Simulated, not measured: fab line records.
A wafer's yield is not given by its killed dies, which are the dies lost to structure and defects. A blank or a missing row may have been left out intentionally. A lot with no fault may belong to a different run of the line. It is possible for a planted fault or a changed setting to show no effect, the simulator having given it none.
The tool behind it: which one? ; flow gf180mcu ; 12 lots, 36 wafers sampled, at 2 steps of a route of 602

## WHAT THE GAUGES SHOWED, per wafer
GF_V5_THK_MEAS_01.
lot;measured;on;V5_CVD_00_THK (nm)
L075;day 26 23:41;film_metro-04;300.1 301.4 297.4
L077;day 27 08:45;film_metro-04;296.9 299.7 298.4
L079;day 28 00:23;film_metro-04;300.8 299.6 299.8
L081;day 28 21:47;film_metro-02;298.8 296.6 300.9
L083;day 29 16:13;film_metro-02;302.5 295.9 303.1
L085;day 30 11:11;film_metro-04;302.8 304.2 297.8
L087;day 31 03:03;film_metro-02;296.7 297.4 302.1
L088;day 31 08:50;film_metro-03;305.2 300.9 298.6
L092;day 32 04:57;film_metro-04;303.6 302.0 298.3
L093;day 32 06:31;film_metro-02;303.3 303.5 301.9
L095;day 32 19:25;film_metro-03;304.1 299.6 301.4
L097;day 33 03:08;film_metro-02;303.3 300.9 300.1

## WHAT TOOL EACH LOT RAN ON (gives the tool, then ch and the chambers of the sampled wafers, and finally the start)
lot;GF_V4_SPUTTER_22
L075;pvd_sputter-02, day 25 02:41
L077;pvd_sputter-02, day 25 13:20
L079;pvd_sputter-04, day 26 04:47
L081;pvd_sputter-04, day 27 03:48
L083;pvd_sputter-02, day 27 22:52
L085;pvd_sputter-01, day 28 18:45
L087;pvd_sputter-01, day 29 12:40
L088;pvd_sputter-01, day 29 18:47
L092;pvd_sputter-01, day 30 13:01
L093;pvd_sputter-02, day 30 16:37
L095;pvd_sputter-02, day 31 08:07
L097;pvd_sputter-01, day 31 14:58
- GF_V4_SPUTTER_22: material TiN, target thk 10 nm, time 40 s.

## THE ANSWER, worked out from the rows above alone
Rule: usual is defined by the lots themselves. Put in order of their means at a reading, lots are off if they are a third of the lots or fewer, leave a main group of 4 or more, and stand apart from it by a gap of 3 or more times the standard deviation of the main group's means; of several such gaps the widest counts. Not used: any main group whose means are identical at the precision the tables above print for the reading. Also off: a lot with no number at a reading for which 4 or more lots have one. Any other lot the step has rows for is counted as sound.
No lot is off on any of the readings shown, so nothing can be concluded from this.

## WHAT HAD BEEN PUT IN BY THE SIMULATOR
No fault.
